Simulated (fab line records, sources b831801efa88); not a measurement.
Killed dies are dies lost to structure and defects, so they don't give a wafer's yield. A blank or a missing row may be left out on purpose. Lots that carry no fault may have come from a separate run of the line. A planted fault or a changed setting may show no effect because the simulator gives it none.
fab line records -- flow sfqLine -- part 1 of 2: steps 1 to 24 of 33
record: lots: 5, wafers: 15, lastDay: 81
route steps=325 shown I5@236 C5@240 M6@251 I6@266
lots untouched by any fault: they come from a run of this same line in which no faults occurred
startH: hours from the record's opening day to when the first of the lot's shown wafers began -- waitH: time in hours since the lot's previous step -- " repeats the value in the row above -- L1.1+2: a single row standing in for several wafers -- - either no value or no given start -- * or withheld: withheld -- < > ~ a bound
route shown NAME@n: NAME is a module with steps in the file, n the number in the route of the first one -- usual: mean/standard deviation taken from wafers without a fault -- same: alike in all rows -- chamber/n: place in a boat -- sites: the reading at each site -- _std_site: the standard deviation of these -- _edge_site: outer sites' mean less inner sites' -- radiusMm: how far each site lies from the wafer's centre -- mask NAME#n: copy n -- behind: tool/chamber where the wafer was last shaped -- hold: why the lot was held/for how many hours/how that ended -- device: names the non-switching transistor (n, p or np) -- end of line: tests run on the same wafers once the route is complete -- a step with no rows: only its recipe -- killed: count of dies lost to structure and defects at first sort (not the wafer's yield) -- map: the dies of a wafer, with x for killed, . for not killed, _ for no die there
set.NAME: the run value of the setting; set.NAME@STEP: its run value at that earlier step -- model.NAME: the simulator's own value behind a step, which no gauge read
a table for each step, a row for each wafer; lots at some steps of the route
services: a tool's chamber out of use, with start hour (startH, from the record's first day; less than 0 if before it), hours out, and reason
== steps ==
step: SFQ_TRILAYER_I5_BARC_OPEN_VIA_ETCH_200
recipe: maskMaterial: PR, chemistry: O2, targetDepthNm: 125, target: BARC, sourceW: 500, biasW: 80, pressureMtorr: 30, timeS: 41.7
usual: biasW: 80.04/0.26, drypumpMotorCurrentA: 5.6/0.55, oesProductAu: 0.685/0.0048
lot.wafer,tool,chamber,startH,waitH,biasW,drypumpMotorCurrentA,oesProductAu,rfHoursCounterH
L079.1,rieDiel-01,0,1325.17,0.0,79.41,4.8,0.682,14
L079.3,rieDiel-01,3,1325.17,0.0,79.69,4.8,0.682,5
L079.4,rieDiel-01,2,1325.17,0.0,79.55,5.5,0.683,10
L082.1,rieDiel-01,2,1374.47,0.0,80.11,5.5,0.689,11
L082.5,rieDiel-01,3,1374.47,0.0,80.07,4.8,0.675,-
L082.6,rieDiel-01,0,1374.47,0.0,79.66,4.8,0.687,-
L084.3,rieDiel-02,3,1376.87,0.0,80.25,5.4,0.688,18
L084.4,rieDiel-02,2,1376.87,0.0,79.86,5.5,0.682,15
L084.6,rieDiel-02,1,1376.87,0.0,80.10,6.4,0.689,-
L092.3,rieDiel-04,1,1613.30,0.0,79.90,5.3,0.696,19
L092.5,rieDiel-04,2,1613.30,0.0,79.93,5.5,0.683,-
L092.6,rieDiel-04,3,1613.30,0.0,79.73,6.4,0.689,-
L093.1,rieDiel-02,3,1703.42,0.0,79.61,5.4,0.684,1
L093.4,rieDiel-02,0,1703.42,0.0,79.76,5.9,0.684,15
L093.6,rieDiel-02,0,1703.42,0.0,80.04,5.9,0.683,-
step: SFQ_TRILAYER_I5_ETCH_VIA_ETCH_147
recipe: stopOn: Nb, maskMaterial: PR, chemistry: CHF3, targetDepthNm: 360, sourceW: 500, biasW: 80, pressureMtorr: 30, timeS: withheld
usual: biasW: 80.00/0.25, drypumpMotorCurrentA: 5.6/0.54, oesProductAu: 0.989/0.0064
lot.wafer,tool,chamber,startH,waitH,biasW,drypumpMotorCurrentA,oesProductAu
L079.1,rieDiel-01,0,1325.21,0.0,80.29,4.8,0.989
L079.3,rieDiel-01,3,1325.21,0.0,79.99,4.8,0.988
L079.4,rieDiel-01,2,1325.21,0.0,80.36,5.6,0.988
L082.1,rieDiel-01,2,1374.51,0.0,79.88,5.5,0.993
L082.5,rieDiel-01,3,1374.51,0.0,79.78,4.8,0.995
L082.6,rieDiel-01,0,1374.51,0.0,80.20,4.8,0.991
L084.3,rieDiel-02,3,1376.91,0.0,80.01,5.4,0.974
L084.4,rieDiel-02,2,1376.91,0.0,80.22,5.5,0.994
L084.6,rieDiel-02,1,1376.91,0.0,79.97,6.4,0.976
L092.3,rieDiel-04,1,1613.34,0.0,79.91,5.3,0.990
L092.5,rieDiel-04,2,1613.34,0.0,79.94,5.5,0.989
L092.6,rieDiel-04,3,1613.34,0.0,80.18,6.4,0.986
L093.1,rieDiel-02,3,1703.46,0.0,79.99,5.4,0.990
L093.4,rieDiel-02,0,1703.46,0.0,80.28,5.9,0.995
L093.6,rieDiel-02,0,1703.46,0.0,80.57,5.9,0.993
step: SFQ_TRILAYER_I5_STRIP_STRIP_148
recipe: gas: O2, powerW: 200, platenTempC: 40, overashFraction: 0.65, chemistry: O2, pressureMtorr: 50
usual: drypumpMotorCurrentA: 5.74/0.27, oesProductAu: 1.005/0.0077
lot.wafer,tool,chamber,startH,waitH,drypumpMotorCurrentA,oesProductAu,rfHoursCounterH
L079.1,rieMetal-01,0,1325.36,-,5.71,1.004,45
L079.3,rieMetal-01,1,1325.36,-,5.76,0.999,-
L079.4,rieMetal-01,0,1325.36,-,5.70,1.006,-
L082.1,rieMetal-03,1,1374.66,-,6.32,1.003,21
L082.5,rieMetal-03,0,1374.66,-,5.76,1.000,-
L082.6,rieMetal-03,1,1374.66,-,6.30,1.003,-
L084.3,rieMetal-04,1,1377.46,-,5.84,1.012,-
L084.4,rieMetal-04,1,1377.46,-,5.85,1.008,-
L084.6,rieMetal-04,1,1377.46,-,5.85,1.010,-
L092.3,rieMetal-04,0,1613.69,-,5.28,1.014,-
L092.5,rieMetal-04,0,1613.69,-,5.29,1.010,-
L092.6,rieMetal-04,1,1613.69,-,5.84,1.014,-
L093.1,rieMetal-01,0,1703.61,-,5.70,1.008,97
L093.4,rieMetal-01,0,1703.61,-,5.69,0.998,-
L093.6,rieMetal-01,0,1703.61,-,5.71,1.017,-
step: SFQ_TRILAYER_I5_STRIP_SOLV_CLEAN_149
recipe: chemistry: NMP, tempC: 70, timeS: 600
lot.wafer,tool,chamber,startH,waitH
L079.1+3+4,wetBench-01,"1,4,7",1325.96,0.4
L082.1+5+6,wetBench-03,"1,0,2",1375.26,0.4
L084.3+4+6,wetBench-02,"4,5,3",1378.26,0.6
L092.3+5+6,wetBench-03,"6,7,3",1614.09,0.2
L093.1+4+6,wetBench-02,"5,3,6",1704.81,1.0
step: SFQ_TRILAYER_C5_LITHO_COAT_156
recipe: resist: BARC, spinRpm: 3000, resistThkNm: 62
usual: exhaustPa: 44.9/0.94
lot.wafer,tool,chamber,startH,waitH,exhaustPa
L079.1,lithoTrack-04,0,1326.15,0.0,45.2
L079.3,lithoTrack-04,0,1326.15,0.0,45.9
L079.4,lithoTrack-04,0,1326.15,0.0,45.7
L082.1,lithoTrack-01,0,1375.44,0.0,45.0
L082.5,lithoTrack-01,0,1375.44,0.0,44.5
L082.6,lithoTrack-01,0,1375.44,0.0,43.7
L084.3,lithoTrack-03,0,1378.54,0.1,46.6
L084.4,lithoTrack-03,0,1378.54,0.1,44.7
L084.6,lithoTrack-03,0,1378.54,0.1,45.3
L092.3,lithoTrack-03,0,1614.36,0.1,47.0
L092.5,lithoTrack-03,0,1614.36,0.1,46.4
L092.6,lithoTrack-03,0,1614.36,0.1,45.4
L093.1,lithoTrack-03,0,1704.99,0.0,44.9
L093.4,lithoTrack-03,0,1704.99,0.0,46.4
L093.6,lithoTrack-03,0,1704.99,0.0,45.8
step: SFQ_TRILAYER_C5_LITHO_COAT_151
recipe: resist: KrF, spinRpm: 3000, resistThkNm: 650
usual: exhaustPa: 45.0/0.93
lot.wafer,tool,chamber,startH,waitH,exhaustPa
L079.1,lithoTrack-04,0,1326.45,0.2,44.2
L079.3,lithoTrack-04,0,1326.45,0.2,44.6
L079.4,lithoTrack-04,0,1326.45,0.2,44.6
L082.1,lithoTrack-01,0,1375.74,0.2,44.9
L082.5,lithoTrack-01,0,1375.74,0.2,46.8
L082.6,lithoTrack-01,0,1375.74,0.2,45.1
L084.3,lithoTrack-03,0,1378.84,0.2,44.5
L084.4,lithoTrack-03,0,1378.84,0.2,44.9
L084.6,lithoTrack-03,0,1378.84,0.2,44.6
L092.3,lithoTrack-03,0,1614.66,0.2,43.8
L092.5,lithoTrack-03,0,1614.66,0.2,43.6
L092.6,lithoTrack-03,0,1614.66,0.2,42.6
L093.1,lithoTrack-03,0,1705.29,0.2,42.3
L093.4,lithoTrack-03,0,1705.29,0.2,43.6
L093.6,lithoTrack-03,0,1705.29,0.2,43.6
step: SFQ_TRILAYER_C5_LITHO_SOFTBAKE_155
recipe: tempC: withheld, timeS: withheld, resist: KrF
usual: exhaustPa: 45.2/1.1
lot.wafer,tool,chamber,startH,waitH,exhaustPa
L079.1,lithoTrack-04,0,1326.75,0.2,45.2
L079.3,lithoTrack-04,0,1326.75,0.2,47.0
L079.4,lithoTrack-04,0,1326.75,0.2,46.8
L082.1,lithoTrack-01,0,1376.04,0.2,44.3
L082.5,lithoTrack-01,0,1376.04,0.2,44.6
L082.6,lithoTrack-01,0,1376.04,0.2,43.9
L084.3,lithoTrack-03,0,1379.09,0.2,43.8
L084.4,lithoTrack-03,0,1379.09,0.2,45.5
L084.6,lithoTrack-03,0,1379.09,0.2,44.2
L092.3,lithoTrack-03,0,1614.91,0.2,46.5
L092.5,lithoTrack-03,0,1614.91,0.2,46.1
L092.6,lithoTrack-03,0,1614.91,0.2,44.7
L093.1,lithoTrack-03,0,1705.59,0.2,47.4
L093.4,lithoTrack-03,0,1705.59,0.2,45.5
L093.6,lithoTrack-03,0,1705.59,0.2,44.9
step: SFQ_TRILAYER_C5_LITHO_EXPOSE_152
recipe: maskId: C5, na: 0.6, sourceShape: conventional, sigmaOuter: 0.65, targetCdNm: 500, doseMj: 21.3
same: na: 0.6
lot.wafer,tool,chamber,startH,waitH,mask
L079.1+3+4,krfScanner-01,0,1345.01,-,C5#0
L082.1+5+6,krfScanner-01,0,1476.36,-,C5#0
L084.3+4+6,krfScanner-01,0,1480.36,-,C5#0
L092.3+5+6,krfScanner-02,0,1623.02,-,C5#0
L093.1+4+6,krfScanner-01,0,1705.86,-,C5#0
step: SFQ_TRILAYER_C5_LITHO_PEB_154
recipe: pebTempC: 115, pebTimeS: 60, resist: KrF
usual: exhaustPa: 44.9/0.89, plateTempC: 114.98/0.13
lot.wafer,tool,chamber,startH,waitH,exhaustPa,plateTempC
L079.1,lithoTrack-01,0,1346.21,1.0,44.6,114.81
L079.3,lithoTrack-01,0,1346.21,1.0,45.5,114.82
L079.4,lithoTrack-01,0,1346.21,1.0,44.4,114.70
L082.1,lithoTrack-04,0,1477.56,1.0,44.0,115.15
L082.5,lithoTrack-04,0,1477.56,1.0,44.4,114.95
L082.6,lithoTrack-04,0,1477.56,1.0,42.9,114.96
L084.3,lithoTrack-03,0,1481.21,0.7,45.6,115.25
L084.4,lithoTrack-03,0,1481.21,0.7,45.9,115.09
L084.6,lithoTrack-03,0,1481.21,0.7,46.6,115.07
L092.3,lithoTrack-04,0,1623.87,0.7,43.9,115.06
L092.5,lithoTrack-04,0,1623.87,0.7,45.0,115.02
L092.6,lithoTrack-04,0,1623.87,0.7,44.3,114.94
L093.1,lithoTrack-04,0,1707.06,1.0,45.4,115.03
L093.4,lithoTrack-04,0,1707.06,1.0,45.3,114.94
L093.6,lithoTrack-04,0,1707.06,1.0,46.2,115.02
step: SFQ_TRILAYER_C5_LITHO_DEVELOP_153
recipe: timeS: 60, resist: KrF
usual: exhaustPa: 45.1/0.85
lot.wafer,tool,chamber,startH,waitH,exhaustPa
L079.1,lithoTrack-01,0,1346.36,0.1,44.8
L079.3,lithoTrack-01,0,1346.36,0.1,44.3
L079.4,lithoTrack-01,0,1346.36,0.1,44.3
L082.1,lithoTrack-04,0,1477.71,0.1,45.3
L082.5,lithoTrack-04,0,1477.71,0.1,45.1
L082.6,lithoTrack-04,0,1477.71,0.1,45.0
L084.3,lithoTrack-03,0,1481.36,0.1,44.8
L084.4,lithoTrack-03,0,1481.36,0.1,44.5
L084.6,lithoTrack-03,0,1481.36,0.1,45.2
L092.3,lithoTrack-04,0,1624.02,0.1,44.3
L092.5,lithoTrack-04,0,1624.02,0.1,44.4
L092.6,lithoTrack-04,0,1624.02,0.1,45.8
L093.1,lithoTrack-04,0,1707.21,0.1,44.1
L093.4,lithoTrack-04,0,1707.21,0.1,44.8
L093.6,lithoTrack-04,0,1707.21,0.1,42.6
step: SFQ_C5_OVL_MEAS_937
usual: C5_OVL: -3/5.4
lot.wafer,tool,chamber,startH,waitH,C5_OVL[nm]
L079.1,overlay-02,-,1346.51,0.1,2
L079.3,overlay-02,-,1346.51,0.1,2
L079.4,overlay-02,-,1346.51,0.1,2
L082.1,overlay-01,-,1477.86,0.1,-7
L082.5,overlay-01,-,1477.86,0.1,-3
L082.6,overlay-01,-,1477.86,0.1,2
L084.3,overlay-01,-,1481.47,0.1,-8
L084.4,overlay-01,-,1481.47,0.1,-6
L084.6,overlay-01,-,1481.47,0.1,-6
L092.3,overlay-01,-,1624.13,0.1,-4
L092.5,overlay-01,-,1624.13,0.1,-4
L092.6,overlay-01,-,1624.13,0.1,-6
L093.1,overlay-01,-,1707.36,0.1,-10
L093.4,overlay-01,-,1707.36,0.1,-11
L093.6,overlay-01,-,1707.36,0.1,-10
step: SFQ_TRILAYER_C5_BARC_OPEN_VIA_ETCH_210
recipe: maskMaterial: PR, chemistry: O2, targetDepthNm: 125, target: BARC, sourceW: 500, biasW: 80, pressureMtorr: 30, timeS: 41.7
usual: biasW: 80.00/0.23, drypumpMotorCurrentA: 5.8/0.44, oesProductAu: 0.685/0.0043
lot.wafer,tool,chamber,startH,waitH,biasW,drypumpMotorCurrentA,oesProductAu,rfHoursCounterH
L079.1,rieDiel-04,2,1346.55,0.0,79.94,5.5,0.687,16
L079.3,rieDiel-04,3,1346.55,0.0,79.83,6.4,0.683,11
L079.4,rieDiel-04,0,1346.55,0.0,80.21,6.2,0.698,17
L082.1,rieDiel-03,2,1477.89,0.0,79.74,5.7,0.687,12
L082.5,rieDiel-03,3,1477.89,0.0,80.05,6.2,0.683,-
L082.6,rieDiel-03,2,1477.89,0.0,79.88,5.7,0.689,-
L084.3,rieDiel-03,0,1481.49,0.0,79.98,5.3,0.687,2
L084.4,rieDiel-03,2,1481.49,0.0,80.10,5.7,0.682,-
L084.6,rieDiel-03,0,1481.49,0.0,80.15,5.2,0.686,-
L092.3,rieDiel-03,2,1624.16,0.0,79.74,5.7,0.692,14
L092.5,rieDiel-03,2,1624.16,0.0,79.83,5.7,0.684,-
L092.6,rieDiel-03,3,1624.16,0.0,79.99,6.2,0.681,-
L093.1,rieDiel-03,3,1707.40,0.0,80.11,6.2,0.684,1
L093.4,rieDiel-03,1,1707.40,0.0,79.81,6.4,0.679,3
L093.6,rieDiel-03,3,1707.40,0.0,79.71,6.2,0.680,-
step: SFQ_TRILAYER_C5_ETCH_VIA_ETCH_154
recipe: target: SiO2, maskMaterial: PR, chemistry: CHF3, targetDepthNm: 84, sourceW: 500, biasW: 80, pressureMtorr: 30, timeS: withheld, stopOn: Nb
usual: biasW: 79.99/0.26, drypumpMotorCurrentA: 5.8/0.44, oesProductAu: 0.890/0.0078
lot.wafer,tool,chamber,startH,waitH,biasW,drypumpMotorCurrentA,oesProductAu
L079.1,rieDiel-04,2,1346.59,0.0,80.16,5.5,0.883
L079.3,rieDiel-04,3,1346.59,0.0,80.10,6.5,0.877
L079.4,rieDiel-04,0,1346.59,0.0,79.76,6.2,0.900
L082.1,rieDiel-03,2,1477.93,0.0,80.19,5.7,0.876
L082.5,rieDiel-03,3,1477.93,0.0,80.54,6.2,0.904
L082.6,rieDiel-03,2,1477.93,0.0,80.22,5.7,0.889
L084.3,rieDiel-03,0,1481.53,0.0,80.26,5.3,0.883
L084.4,rieDiel-03,2,1481.53,0.0,80.07,5.7,0.889
L084.6,rieDiel-03,0,1481.53,0.0,79.88,5.3,0.880
L092.3,rieDiel-03,2,1624.20,0.0,79.53,5.7,0.880
L092.5,rieDiel-03,2,1624.20,0.0,79.81,5.7,0.905
L092.6,rieDiel-03,3,1624.20,0.0,79.98,6.2,0.879
L093.1,rieDiel-03,3,1707.44,0.0,79.97,6.2,0.881
L093.4,rieDiel-03,1,1707.44,0.0,80.00,6.4,0.894
L093.6,rieDiel-03,3,1707.44,0.0,80.23,6.2,0.900
step: SFQ_TRILAYER_C5_STRIP_STRIP_155
recipe: gas: O2, powerW: 200, platenTempC: 40, overashFraction: 0.65, chemistry: O2, pressureMtorr: 50
usual: drypumpMotorCurrentA: 6.00/0.28, oesProductAu: 1.002/0.0085
lot.wafer,tool,chamber,startH,waitH,drypumpMotorCurrentA,oesProductAu,rfHoursCounterH
L079.1,rieMetal-02,0,1346.63,-,6.36,0.986,85
L079.3,rieMetal-02,1,1346.63,-,6.22,1.001,-
L079.4,rieMetal-02,0,1346.63,-,6.32,1.003,-
L082.1,rieMetal-01,0,1477.98,-,5.70,1.015,67
L082.5,rieMetal-01,0,1477.98,-,5.70,1.002,-
L082.6,rieMetal-01,1,1477.98,-,5.81,1.009,-
L084.3,rieMetal-03,0,1481.78,-,5.73,1.013,-
L084.4,rieMetal-03,1,1481.78,-,6.33,0.999,-
L084.6,rieMetal-03,0,1481.78,-,5.73,1.010,-
L092.3,rieMetal-03,1,1624.45,-,6.32,0.996,-
L092.5,rieMetal-03,0,1624.45,-,5.73,1.012,-
L092.6,rieMetal-03,1,1624.45,-,6.32,0.995,-
L093.1,rieMetal-03,0,1707.49,-,5.76,0.998,76
L093.4,rieMetal-03,1,1707.49,-,6.32,0.996,-
L093.6,rieMetal-03,1,1707.49,-,6.34,1.000,-
step: SFQ_TRILAYER_C5_STRIP_SOLV_CLEAN_156
recipe: chemistry: NMP, tempC: 70, timeS: 600
lot.wafer,tool,chamber,startH,waitH
L079.1+3+4,wetBench-02,"5,1,4",1347.23,0.4
L082.1+5+6,wetBench-04,"1,6,2",1478.58,0.4
L084.3+4+6,wetBench-04,"4,3,0",1482.18,0.2
L092.3+5+6,wetBench-04,"4,2,3",1624.85,0.2
L093.1+4+6,wetBench-02,"1,0,3",1708.09,0.4
step: SFQ_TRILAYER_M6_DEP_PRE_CLEAN_158
recipe: gas: Ar, timeS: 22.5, biasV: 250
lot.wafer,tool,chamber,startH,waitH
L079.1+3+4,pvdSputter-04,-,1347.41,0.0
L082.1+5+6,pvdSputter-05,-,1478.76,0.0
L084.3+4+6,pvdSputter-05,-,1482.36,0.0
L092.3+5+6,pvdSputter-06,-,1625.02,0.0
L093.1+4+6,pvdSputter-06,-,1708.26,0.0
step: SFQ_TRILAYER_M6_DEP_SPUTTER_157
recipe: material: Nb, basePressurePa: 1.33e-06, chamberPressurePa: 0.1333, substrateTempC: 20, targetThkNm: 200, powerW: 2000, timeS: 133.3
usual: basePressurePa: 1.33e-06/9.1e-08, throttleValvePct: 30.0/0.72
lot.wafer,tool,chamber,startH,waitH,basePressurePa,throttleValvePct
L079.1,pvdSputter-04,-,1347.44,0.0,1.26e-06,30.6
L079.3,pvdSputter-04,-,1347.44,0.0,1.35e-06,28.5
L079.4,pvdSputter-04,-,1347.44,0.0,1.34e-06,30.6
L082.1,pvdSputter-05,-,1478.78,0.0,1.25e-06,30.0
L082.5,pvdSputter-05,-,1478.78,0.0,1.28e-06,30.0
L082.6,pvdSputter-05,-,1478.78,0.0,1.24e-06,31.1
L084.3,pvdSputter-05,-,1482.38,0.0,1.29e-06,29.9
L084.4,pvdSputter-05,-,1482.38,0.0,1.56e-06,30.9
L084.6,pvdSputter-05,-,1482.38,0.0,1.29e-06,30.2
L092.3,pvdSputter-06,-,1625.05,0.0,1.28e-06,30.5
L092.5,pvdSputter-06,-,1625.05,0.0,1.39e-06,28.8
L092.6,pvdSputter-06,-,1625.05,0.0,1.26e-06,29.6
L093.1,pvdSputter-06,-,1708.29,0.0,1.31e-06,29.6
L093.4,pvdSputter-06,-,1708.29,0.0,1.42e-06,30.5
L093.6,pvdSputter-06,-,1708.29,0.0,1.38e-06,30.5
step: SFQ_M6_RS_MEAS_938
recipe: thkMeasGauge: four-point-probe, reads: Nb_of_TRILAYER_M6_DEP_SPUTTER_157
usual: M6_NB_RS: 0.890/0.012
lot.wafer,tool,chamber,startH,waitH,M6_NB_RS[ohm/sq]
L079.1,filmMetro-02,-,1347.53,0.0,0.880
L079.3,filmMetro-02,-,1347.53,0.0,0.875
L079.4,filmMetro-02,-,1347.53,0.0,0.882
L082.1,filmMetro-04,-,1478.87,0.0,0.908
L082.5,filmMetro-04,-,1478.87,0.0,0.885
L082.6,filmMetro-04,-,1478.87,0.0,0.899
L084.3,filmMetro-04,-,1482.51,0.1,0.892
L084.4,filmMetro-04,-,1482.51,0.1,0.904
L084.6,filmMetro-04,-,1482.51,0.1,0.889
L092.3,filmMetro-04,-,1625.18,0.1,0.883
L092.5,filmMetro-04,-,1625.18,0.1,0.881
L092.6,filmMetro-04,-,1625.18,0.1,0.877
L093.1,filmMetro-03,-,1708.38,0.0,0.892
L093.4,filmMetro-03,-,1708.38,0.0,0.893
L093.6,filmMetro-03,-,1708.38,0.0,0.898
step: SFQ_TRILAYER_M6_LITHO_COAT_164
recipe: resist: BARC, spinRpm: 3000, resistThkNm: 62
usual: exhaustPa: 44.8/0.83
lot.wafer,tool,chamber,startH,waitH,exhaustPa
L079.1,lithoTrack-02,0,1347.71,0.1,43.8
L079.3,lithoTrack-02,0,1347.71,0.1,44.4
L079.4,lithoTrack-02,0,1347.71,0.1,44.4
L082.1,lithoTrack-01,0,1479.05,0.1,44.2
L082.5,lithoTrack-01,0,1479.05,0.1,44.8
L082.6,lithoTrack-01,0,1479.05,0.1,44.9
L084.3,lithoTrack-01,0,1482.75,0.1,43.6
L084.4,lithoTrack-01,0,1482.75,0.1,44.0
L084.6,lithoTrack-01,0,1482.75,0.1,44.8
L092.3,lithoTrack-01,0,1625.42,0.1,44.0
L092.5,lithoTrack-01,0,1625.42,0.1,45.3
L092.6,lithoTrack-01,0,1625.42,0.1,45.2
L093.1,lithoTrack-04,0,1708.56,0.1,45.6
L093.4,lithoTrack-04,0,1708.56,0.1,45.6
L093.6,lithoTrack-04,0,1708.56,0.1,44.5
step: SFQ_TRILAYER_M6_LITHO_COAT_159
recipe: resist: KrF, spinRpm: 3000, resistThkNm: 600
usual: exhaustPa: 44.8/0.85
lot.wafer,tool,chamber,startH,waitH,exhaustPa
L079.1,lithoTrack-02,0,1348.01,0.2,44.6
L079.3,lithoTrack-02,0,1348.01,0.2,45.0
L079.4,lithoTrack-02,0,1348.01,0.2,45.4
L082.1,lithoTrack-01,0,1479.35,0.2,44.8
L082.5,lithoTrack-01,0,1479.35,0.2,45.1
L082.6,lithoTrack-01,0,1479.35,0.2,45.3
L084.3,lithoTrack-01,0,1483.05,0.2,44.6
L084.4,lithoTrack-01,0,1483.05,0.2,43.8
L084.6,lithoTrack-01,0,1483.05,0.2,43.6
L092.3,lithoTrack-01,0,1625.72,0.2,45.8
L092.5,lithoTrack-01,0,1625.72,0.2,46.8
L092.6,lithoTrack-01,0,1625.72,0.2,46.3
L093.1,lithoTrack-04,0,1708.86,0.2,45.9
L093.4,lithoTrack-04,0,1708.86,0.2,45.6
L093.6,lithoTrack-04,0,1708.86,0.2,46.1
step: SFQ_TRILAYER_M6_LITHO_SOFTBAKE_163
recipe: tempC: withheld, timeS: withheld, resist: KrF
usual: exhaustPa: 45.0/1.1
lot.wafer,tool,chamber,startH,waitH,exhaustPa
L079.1,lithoTrack-02,0,1348.31,0.2,44.5
L079.3,lithoTrack-02,0,1348.31,0.2,45.4
L079.4,lithoTrack-02,0,1348.31,0.2,45.5
L082.1,lithoTrack-01,0,1479.65,0.2,44.9
L082.5,lithoTrack-01,0,1479.65,0.2,45.1
L082.6,lithoTrack-01,0,1479.65,0.2,44.0
L084.3,lithoTrack-01,0,1483.30,0.2,45.8
L084.4,lithoTrack-01,0,1483.30,0.2,44.5
L084.6,lithoTrack-01,0,1483.30,0.2,43.8
L092.3,lithoTrack-01,0,1625.97,0.2,46.3
L092.5,lithoTrack-01,0,1625.97,0.2,45.2
L092.6,lithoTrack-01,0,1625.97,0.2,45.4
L093.1,lithoTrack-04,0,1709.16,0.2,43.9
L093.4,lithoTrack-04,0,1709.16,0.2,44.8
L093.6,lithoTrack-04,0,1709.16,0.2,44.8
step: SFQ_TRILAYER_M6_LITHO_EXPOSE_160
recipe: maskId: M6, na: 0.6, sourceShape: conventional, sigmaOuter: 0.65, targetCdNm: 500, doseMj: 14.4
same: na: 0.6
lot.wafer,tool,chamber,startH,waitH,mask
L079.1+3+4,krfScanner-01,0,1434.44,-,M6#0
L082.1+5+6,krfScanner-01,0,1584.52,-,M6#0
L084.3+4+6,krfScanner-01,0,1588.52,-,M6#0
L092.3+5+6,krfScanner-01,0,1654.91,-,M6#0
L093.1+4+6,krfScanner-01,0,1709.31,-,M6#0
step: SFQ_TRILAYER_M6_LITHO_PEB_162
recipe: pebTempC: 115, pebTimeS: 60, resist: KrF
usual: exhaustPa: 45.1/1, plateTempC: 115.01/0.13
lot.wafer,tool,chamber,startH,waitH,exhaustPa,plateTempC
L079.1,lithoTrack-04,0,1435.64,1.0,44.0,115.01
L079.3,lithoTrack-04,0,1435.64,1.0,43.7,115.02
L079.4,lithoTrack-04,0,1435.64,1.0,45.4,114.95
L082.1,lithoTrack-04,0,1585.72,1.0,45.9,115.19
L082.5,lithoTrack-04,0,1585.72,1.0,45.0,115.00
L082.6,lithoTrack-04,0,1585.72,1.0,45.3,114.99
L084.3,lithoTrack-01,0,1589.37,0.7,44.8,114.87
L084.4,lithoTrack-01,0,1589.37,0.7,44.6,114.93
L084.6,lithoTrack-01,0,1589.37,0.7,44.1,114.86
L092.3,lithoTrack-04,0,1655.76,0.7,44.4,114.81
L092.5,lithoTrack-04,0,1655.76,0.7,43.9,115.01
L092.6,lithoTrack-04,0,1655.76,0.7,44.8,115.03
L093.1,lithoTrack-02,0,1710.51,1.0,45.4,115.29
L093.4,lithoTrack-02,0,1710.51,1.0,44.6,115.18
L093.6,lithoTrack-02,0,1710.51,1.0,45.0,115.13
step: SFQ_TRILAYER_M6_LITHO_DEVELOP_161
recipe: timeS: 60, resist: KrF
usual: exhaustPa: 44.8/0.85
lot.wafer,tool,chamber,startH,waitH,exhaustPa
L079.1,lithoTrack-04,0,1435.79,0.1,45.8
L079.3,lithoTrack-04,0,1435.79,0.1,45.4
L079.4,lithoTrack-04,0,1435.79,0.1,44.4
L082.1,lithoTrack-04,0,1585.87,0.1,46.2
L082.5,lithoTrack-04,0,1585.87,0.1,45.5
L082.6,lithoTrack-04,0,1585.87,0.1,45.9
L084.3,lithoTrack-01,0,1589.52,0.1,45.1
L084.4,lithoTrack-01,0,1589.52,0.1,43.6
L084.6,lithoTrack-01,0,1589.52,0.1,45.2
L092.3,lithoTrack-04,0,1655.91,0.1,45.3
L092.5,lithoTrack-04,0,1655.91,0.1,44.4
L092.6,lithoTrack-04,0,1655.91,0.1,44.4
L093.1,lithoTrack-02,0,1710.66,0.1,45.2
L093.4,lithoTrack-02,0,1710.66,0.1,45.7
L093.6,lithoTrack-02,0,1710.66,0.1,44.5
